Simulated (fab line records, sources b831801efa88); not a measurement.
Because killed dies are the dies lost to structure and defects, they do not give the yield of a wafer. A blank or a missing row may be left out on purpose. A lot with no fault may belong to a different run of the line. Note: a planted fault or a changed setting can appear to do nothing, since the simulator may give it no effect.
One fault through the eyes of 2 desks | flow sfq_line | every desk sees just its own numbers, and what lay behind them comes last

== THE METROLOGY DESK ==
Lot by lot, what the gauges showed, no matter which tool ran the lot: averages of those sampled wafers that carry a number. If a lot's mean is further than 4 standard deviations from the usual mean, the lot is out of limits and carries the mark OUT (the distance appears in the brackets).
Columns: A = L0V_OVL at SFQ_L0V_OVL_MEAS_903, usual 1 nm; B = I5_OVL at SFQ_I5_OVL_MEAS_936, usual -2 nm
lot  | first seen here | A  | B
L214 | day 8 02:41     | -2 | -3
L215 | day 8 17:05     | 5  | -3
L216 | day 8 23:04     | 9  | 0
L217 | day 9 05:30     | -1 | -9
L222 | day 10 07:03    | 2  | -8
L226 | day 11 13:41    | 2  | -6
L227 | day 11 19:42    | 3  | -1
L228 | day 11 23:18    | -2 | -1
L229 | day 12 08:53    | -3 | -2
L230 | day 12 17:19    | -1 | 8
L231 | day 13 00:30    | 0  | -3
L232 | day 13 15:08    | 6  | -8
L233 | day 14 03:29    | 7  | -11
L234 | day 14 08:17    | -3 | 1
Result from this desk: across the 14 lots, nothing is out of limits.

== THE TOOL OWNER'S DESK: krf_scanner-02 ==
The tool's own readings at SFQ_TRILAYER_I1_VIA_LITHO_EXPOSE_050 (exposes mask I1, target cd 500 nm): means of the sampled wafers that have a number, for each lot that ran on this tool. If a lot's mean is further than 4 standard deviations from the usual mean, the lot is out of limits and carries the mark OUT (the distance appears in the brackets).
Columns: A = exposure_dose_mJ_cm2 at SFQ_TRILAYER_I1_VIA_LITHO_EXPOSE_050, usual 21.300
lot  | first seen here | A
L214 | day 23 11:50    | 21.288
L215 | day 23 15:38    | 21.299
L216 | day 23 20:47    | 22.510 (+71) OUT
L217 | day 24 07:35    | 22.480 (+69) OUT
Finding of this desk: L216, L217 out of limits; the first was L216 at day 23 20:47, on exposure_dose_mJ_cm2 at SFQ_TRILAYER_I1_VIA_LITHO_EXPOSE_050. L214, L215 stayed within limits.

== PUT TOGETHER ==
On L216, L217, at day 23 20:47, an alarm was possible from the tool owner's desk.
Metrology desk: nothing out of limits seen.
The metrology desk has L216, L217 on record, within its limits.
On krf_scanner-02, each named lot ran SFQ_TRILAYER_I1_VIA_LITHO_EXPOSE_050.

== WHAT THE SIMULATOR HAD PUT IN ==
Process parameters drifting: krf_scanner-02 at SFQ_TRILAYER_I1_VIA_LITHO_EXPOSE_050, beginning at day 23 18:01. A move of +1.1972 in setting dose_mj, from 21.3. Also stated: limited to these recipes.
Lots struck among those shown: L216, L217.
Delay in hours, fault start to first out-of-limits reading, by desk: the tool owner's desk at 3.
